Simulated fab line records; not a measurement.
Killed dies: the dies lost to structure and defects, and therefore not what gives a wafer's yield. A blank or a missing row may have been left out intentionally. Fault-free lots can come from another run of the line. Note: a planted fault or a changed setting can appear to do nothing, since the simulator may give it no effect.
Which tool was responsible? + flow gf180mcu + 12 lots, 36 wafers sampled, at 5 steps of a route of 602

== WHAT EACH GAUGE READ, for each wafer ==
GF_MIM_THK_MEAS_06. Usual: MIM_CVD_05_THK gives 42.1 nm (standard deviation 0.54).
| lot  | measured     | on            | MIM_CVD_05_THK (nm) | flag |
|------|--------------|---------------|---------------------|------|
| L895 | day 25 09:38 | film-metro-03 | 41.9 41.9 42.0      |      |
| L896 | day 25 14:44 | film-metro-02 | 42.1 41.7 42.5      |      |
| L897 | day 26 03:59 | film-metro-04 | 42.0 42.1 42.7      |      |
| L898 | day 26 06:56 | film-metro-02 | 41.7 42.1 41.5      |      |
| L899 | day 26 15:37 | film-metro-04 | 46.2 46.6 47.3      | OFF  |
| L900 | day 27 04:02 | film-metro-02 | 46.2 47.2 47.1      | OFF  |
| L901 | day 27 08:28 | film-metro-04 | 46.7 47.4 47.1      | OFF  |
| L910 | day 30 09:17 | film-metro-02 | 41.5 42.4 42.0      |      |
| L913 | day 31 01:10 | film-metro-03 | 42.4 41.8 42.9      |      |
| L912 | day 31 02:07 | film-metro-03 | 42.0 42.5 42.2      |      |
| L914 | day 31 02:59 | film-metro-03 | 42.4 42.9 42.9      |      |
| L915 | day 31 17:04 | film-metro-03 | 41.1 41.7 41.6      |      |

== EACH LOT AND THE TOOL THAT RAN IT (in order: tool; ch and the chambers of the sampled wafers; start) ==
| lot  | GF_V4_CMP_04                  | GF_V4_STRIP_18                       | GF_MIM_SPUTTER_00            | GF_MIM_CVD_05                   |
|------|-------------------------------|--------------------------------------|------------------------------|---------------------------------|
| L895 | cmp-01 ch 0,1,3, day 24 09:39 | plasma-asher-03 ch 0,1, day 25 08:08 | pvd-sputter-01, day 25 09:23 | pecvd-02 ch 0,2, day 25 09:36   |
| L896 | cmp-01 ch 0,1,3, day 24 14:46 | plasma-asher-03 ch 0,1, day 25 13:14 | pvd-sputter-01, day 25 14:28 | pecvd-03 ch 0,1, day 25 14:41   |
| L897 | cmp-02 ch 0,1,2, day 25 04:29 | plasma-asher-01 ch 0,1, day 26 02:32 | pvd-sputter-03, day 26 03:43 | pecvd-02 ch 0,1,2, day 26 03:56 |
| L898 | cmp-02 ch 0,3, day 25 07:10   | plasma-asher-01 ch 0, day 26 05:22   | pvd-sputter-01, day 26 06:41 | pecvd-02 ch 0,1,2, day 26 06:55 |
| L899 | cmp-01 ch 0,1,3, day 25 16:04 | plasma-asher-01 ch 0,1, day 26 14:05 | pvd-sputter-01, day 26 15:20 | pecvd-02 ch 0,1, day 26 15:34   |
| L900 | cmp-01 ch 0,2,3, day 26 04:29 | plasma-asher-01 ch 0,1, day 27 02:14 | pvd-sputter-03, day 27 03:46 | pecvd-02 ch 0,1, day 27 03:59   |
| L901 | cmp-02 ch 0,1,2, day 26 08:44 | plasma-asher-02 ch 0,1, day 27 06:34 | pvd-sputter-03, day 27 08:11 | pecvd-02 ch 0,1,2, day 27 08:25 |
| L910 | cmp-02 ch 1,2,3, day 29 12:37 | plasma-asher-03 ch 0,1, day 30 07:41 | pvd-sputter-03, day 30 09:02 | pecvd-02 ch 0,1,2, day 30 09:16 |
| L913 | cmp-02 ch 0,1,2, day 30 04:41 | plasma-asher-02 ch 0,1, day 30 23:20 | pvd-sputter-01, day 31 00:55 | pecvd-04 ch 1,2, day 31 01:08   |
| L912 | cmp-01 ch 0,2,3, day 30 05:47 | plasma-asher-02 ch 0,1, day 31 00:38 | pvd-sputter-04, day 31 01:51 | pecvd-04 ch 0,1,2, day 31 02:04 |
| L914 | cmp-02 ch 0,3, day 30 06:59   | plasma-asher-01 ch 0,1, day 31 01:32 | pvd-sputter-03, day 31 02:43 | pecvd-02 ch 0,1, day 31 02:56   |
| L915 | cmp-01 ch 0,2, day 30 20:35   | plasma-asher-03 ch 0,1, day 31 15:32 | pvd-sputter-01, day 31 16:47 | pecvd-03 ch 1,2, day 31 17:01   |
- GF_V4_CMP_04: polishes SiO2.
- GF_V4_STRIP_18: strips in O2/N2.
- GF_MIM_SPUTTER_00: material Ti, target thk 37.5 nm, time 150 s.
- GF_MIM_CVD_05: deposits Si3N4, target thk 42 nm, time 29.086 s.

== WHAT THE TOOLS THEMSELVES READ (means of the sampled wafers that have a number; where no wafer has one, the mark that the record gives instead) ==
GF_V4_CMP_04. Usual: edge-zone-pressure-frac 1.001, standard deviation 0.005; motor-current-A 12.2 A, standard deviation 1.1; time-to-endpoint-s 83 s, standard deviation 5.3.
| lot  | tool   | edge-zone-pressure-frac | motor-current-A (A) | time-to-endpoint-s (s) | flag |
|------|--------|-------------------------|---------------------|------------------------|------|
| L895 | cmp-01 | 0.999                   | 11.9                | 83                     |      |
| L896 | cmp-01 | 0.999                   | 11.6                | 77                     |      |
| L897 | cmp-02 | 1.002                   | 12.2                | 82                     |      |
| L898 | cmp-02 | 1.000                   | 13.4                | 85                     |      |
| L899 | cmp-01 | 1.000                   | 11.7                | 76                     |      |
| L900 | cmp-01 | 1.002                   | 12.1                | 77                     |      |
| L901 | cmp-02 | 1.001                   | 12.5                | 89                     |      |
| L910 | cmp-02 | 1.002                   | 11.8                | 89                     |      |
| L913 | cmp-02 | 1.000                   | 12.5                | 83                     |      |
| L912 | cmp-01 | 1.002                   | 11.8                | 82                     |      |
| L914 | cmp-02 | 1.000                   | 13.4                | 91                     |      |
| L915 | cmp-01 | 1.001                   | 13.1                | 79                     |      |

GF_V4_STRIP_18. Usual: drypump-motor-current-A 5.7 A, standard deviation 0.55; heater-power-w 340 W, standard deviation 29; oes-product-au 0.592 a.u., standard deviation 0.0049.
| lot  | tool            | drypump-motor-current-A (A) | heater-power-w (W) | oes-product-au (a.u.) | flag |
|------|-----------------|-----------------------------|--------------------|-----------------------|------|
| L895 | plasma-asher-03 | 5.4                         | 320                | 0.591                 |      |
| L896 | plasma-asher-03 | 5.2                         | 323                | 0.591                 |      |
| L897 | plasma-asher-01 | 6.3                         | 351                | 0.592                 |      |
| L898 | plasma-asher-01 | 6.8                         | 329                | 0.595                 |      |
| L899 | plasma-asher-01 | 6.3                         | 357                | 0.591                 |      |
| L900 | plasma-asher-01 | 6.3                         | 354                | 0.597                 |      |
| L901 | plasma-asher-02 | 5.5                         | 329                | 0.587                 |      |
| L910 | plasma-asher-03 | 5.4                         | 319                | 0.587                 |      |
| L913 | plasma-asher-02 | 5.5                         | 334                | 0.591                 |      |
| L912 | plasma-asher-02 | 5.5                         | 326                | 0.593                 |      |
| L914 | plasma-asher-01 | 6.0                         | 371                | 0.590                 |      |
| L915 | plasma-asher-03 | 5.2                         | 325                | 0.588                 |      |

GF_MIM_SPUTTER_00. Usual: throttle-valve-pct reads 29.7 % (standard deviation 0.89).
| lot  | tool           | throttle-valve-pct (%) | flag |
|------|----------------|------------------------|------|
| L895 | pvd-sputter-01 | 29.6                   |      |
| L896 | pvd-sputter-01 | 29.9                   |      |
| L897 | pvd-sputter-03 | 29.4                   |      |
| L898 | pvd-sputter-01 | 29.7                   |      |
| L899 | pvd-sputter-01 | 29.6                   |      |
| L900 | pvd-sputter-03 | 30.4                   |      |
| L901 | pvd-sputter-03 | 30.3                   |      |
| L910 | pvd-sputter-03 | 30.1                   |      |
| L913 | pvd-sputter-01 | 30.9                   |      |
| L912 | pvd-sputter-04 | 29.3                   |      |
| L914 | pvd-sputter-03 | 29.6                   |      |
| L915 | pvd-sputter-01 | 30.2                   |      |

GF_MIM_CVD_05. Usual: heater-power-w reads 640 W (standard deviation 69).
| lot  | tool     | heater-power-w (W) | flag |
|------|----------|--------------------|------|
| L895 | pecvd-02 | 626                |      |
| L896 | pecvd-03 | 717                |      |
| L897 | pecvd-02 | 578                |      |
| L898 | pecvd-02 | 593                |      |
| L899 | pecvd-02 | 672                |      |
| L900 | pecvd-02 | 609                |      |
| L901 | pecvd-02 | 561                |      |
| L910 | pecvd-02 | 606                |      |
| L913 | pecvd-04 | 675                |      |
| L912 | pecvd-04 | 671                |      |
| L914 | pecvd-02 | 691                |      |
| L915 | pecvd-03 | 662                |      |

== THE ANSWER, worked out from the rows above alone ==
Rule: lot off if the mean of its wafers having a number is beyond 3 standard deviations from the usual mean. Also off: a lot with no number at a reading for which 4 or more lots have one. The other lots that the step has rows for count as sound. After the gauges, taken in route order, come the tools' own readings; for these a lot's mean is taken, as printed above. The first step at which some lot is off is used, and at that step the reading that is off furthest; a lot without a number counts as furthest.
Off: at GF_MIM_THK_MEAS_06 (MIM_CVD_05_THK), L899, L900, L901.
A tool fits if, at a process step before that reading, it ran every lot that is off, and no sound lot after the first of them. Gauges at GF_MIM_THK_MEAS_06: tried the same way as those tools. Not one of the candidates tried fits.

== WHAT HAD BEEN PUT IN BY THE SIMULATOR ==
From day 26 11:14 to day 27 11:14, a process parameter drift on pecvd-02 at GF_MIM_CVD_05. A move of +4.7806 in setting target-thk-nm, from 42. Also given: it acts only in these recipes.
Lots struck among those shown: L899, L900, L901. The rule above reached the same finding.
